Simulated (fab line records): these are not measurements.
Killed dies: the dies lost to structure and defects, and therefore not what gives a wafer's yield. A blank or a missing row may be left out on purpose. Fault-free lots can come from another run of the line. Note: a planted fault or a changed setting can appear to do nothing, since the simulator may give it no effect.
What tool caused it? -- flow gf180mcu -- 39 wafers from 13 lots sampled at 4 of the route's 602 steps

WHAT THE GAUGES READ, wafer by wafer
GF_PASSIVATION_THK_MEAS_03.
lot,measured,on,PASSIVATION_CVD_02_THK (nm)
L236,day 28 19:05,film-metro-03,698 710 706
L239,day 29 18:47,film-metro-02,694 703 710
L240,day 29 19:07,film-metro-02,708 706 712
L242,day 30 15:25,film-metro-03,701 699 723
L248,day 32 16:10,film-metro-01,693 711 699
L250,day 32 21:05,film-metro-03,695 705 707
L249,day 32 22:12,film-metro-02,710 706 725
L251,day 33 03:13,film-metro-03,693 690 702
L253,day 33 17:48,film-metro-03,703 692 708
L254,day 33 19:08,film-metro-03,700 706 705
L255,day 34 01:01,film-metro-01,705 705 708
L257,day 34 12:39,film-metro-01,695 708 702
L258,day 34 14:23,film-metro-01,695 712 713

EACH LOT AND THE TOOL THAT RAN IT (in order: tool; ch and the chambers of the sampled wafers; start)
lot,GF_M3_STRIP_17,GF_V5_CVD_23,GF_PASSIVATION_CVD_02
L236,"plasma-asher-04 ch 0,1, day 22 02:13","cvd-w-01 ch 0,1, day 27 21:46","pecvd-03 ch 0,1, day 28 18:47"
L239,"plasma-asher-04 ch 0,1, day 23 03:37","cvd-w-01 ch 0,1, day 28 21:14","pecvd-01 ch 1,2, day 29 18:29"
L240,"plasma-asher-04 ch 0,1, day 23 06:25","cvd-w-02 ch 0,1, day 28 21:31","pecvd-03 ch 0,1, day 29 18:49"
L242,"plasma-asher-04 ch 0, day 24 07:26","cvd-w-02 ch 0,1, day 29 18:28","pecvd-03 ch 0,1, day 30 15:08"
L248,"plasma-asher-03 ch 0,1, day 26 19:56","cvd-w-02 ch 0,1, day 31 21:39","pecvd-03 ch 0,2, day 32 15:52"
L250,"plasma-asher-02 ch 0,1, day 27 01:50","cvd-w-02 ch 0,1, day 32 03:19","pecvd-04 ch 0,1, day 32 20:47"
L249,"plasma-asher-04 ch 0,1, day 27 02:04","cvd-w-01 ch 0,1, day 32 04:34","pecvd-04 ch 0,1,2, day 32 21:54"
L251,"plasma-asher-02 ch 0,1, day 27 04:08","cvd-w-01 ch 0,1, day 32 06:47","pecvd-01 ch 0,1,2, day 33 02:55"
L253,"plasma-asher-04 ch 0, day 27 21:25","cvd-w-01 ch 0,1, day 32 23:29","pecvd-01 ch 1,2, day 33 17:30"
L254,"plasma-asher-04 ch 1, day 28 01:37","cvd-w-02 ch 0,1, day 33 01:11","pecvd-01 ch 0,1,2, day 33 18:51"
L255,"plasma-asher-03 ch 0,1, day 28 07:49","cvd-w-02 ch 1, day 33 06:43","pecvd-01 ch 0,1,2, day 34 00:43"
L257,"plasma-asher-02 ch 0,1, day 28 23:36","cvd-w-01 ch 0,1, day 33 19:13","pecvd-01 ch 0,1,2, day 34 12:20"
L258,"plasma-asher-04 ch 0,1, day 29 04:05","cvd-w-02 ch 0,1, day 33 20:41","pecvd-03 ch 0,1, day 34 14:06"
- GF_M3_STRIP_17: strips in O2/N2.
- GF_V5_CVD_23: deposits W, target thk 350 nm, time 104.9 s.
- GF_PASSIVATION_CVD_02: deposits Si3N4, target thk 700 nm, time 486.18 s.

WHAT THE TOOLS THEMSELVES READ (means of the sampled wafers that have a number; where no wafer has one, the mark that the record gives instead)
GF_M3_STRIP_17.
lot,tool,drypump-motor-current-A (A),heater-power-w (W),oes-product-au (a.u.),strip-time-to-endpoint-s (s)
L236,plasma-asher-04,5.4,291,0.556,7.94
L239,plasma-asher-04,5.4,290,0.562,7.91
L240,plasma-asher-04,5.4,288,0.559,7.83
L242,plasma-asher-04,5.2,273,0.559,7.90
L248,plasma-asher-03,5.6,345,0.550,7.80
L250,plasma-asher-02,5.7,312,0.555,7.84
L249,plasma-asher-04,5.6,303,0.554,7.85
L251,plasma-asher-02,5.7,318,0.557,7.85
L253,plasma-asher-04,5.2,277,0.562,7.92
L254,plasma-asher-04,5.8,312,0.560,7.94
L255,plasma-asher-03,5.9,327,0.561,7.87
L257,plasma-asher-02,5.7,307,0.563,7.85
L258,plasma-asher-04,5.4,292,0.562,7.88

GF_V5_CVD_23.
lot,tool,heater-power-w (W)
L236,cvd-w-01,878
L239,cvd-w-01,874
L240,cvd-w-02,863
L242,cvd-w-02,844
L248,cvd-w-02,825
L250,cvd-w-02,867
L249,cvd-w-01,855
L251,cvd-w-01,881
L253,cvd-w-01,883
L254,cvd-w-02,863
L255,cvd-w-02,900
L257,cvd-w-01,881
L258,cvd-w-02,853

GF_PASSIVATION_CVD_02.
lot,tool,heater-power-w (W)
L236,pecvd-03,739
L239,pecvd-01,755
L240,pecvd-03,800
L242,pecvd-03,747
L248,pecvd-03,740
L250,pecvd-04,721
L249,pecvd-04,679
L251,pecvd-01,737
L253,pecvd-01,687
L254,pecvd-01,784
L255,pecvd-01,751
L257,pecvd-01,732
L258,pecvd-03,773

THE ANSWER, worked out from the rows above alone
Rule: usual is defined by the lots themselves. The widest of any qualifying gaps counts: lots, ordered by their means at a reading, are off when they make up no more than a third of the lots, leave a main group of 4 or more, and stand apart from it by 3 or more times the standard deviation of that group's means. A main group whose means are all the same, to the digits that the tables above print for the reading, isn't used. Also off: a lot with no number at a reading for which 4 or more lots have one. All remaining lots with rows at the step are treated as sound. The gauges are gone through in route order, then the tools' own readings, and for those a lot's mean is taken as printed above. At the first step where some lot is off, the reading lying furthest off is the one used; lots without a number count as furthest.
Nothing can be told from this: no lot is off at any reading shown.

WHAT THE SIMULATOR HAD INSERTED
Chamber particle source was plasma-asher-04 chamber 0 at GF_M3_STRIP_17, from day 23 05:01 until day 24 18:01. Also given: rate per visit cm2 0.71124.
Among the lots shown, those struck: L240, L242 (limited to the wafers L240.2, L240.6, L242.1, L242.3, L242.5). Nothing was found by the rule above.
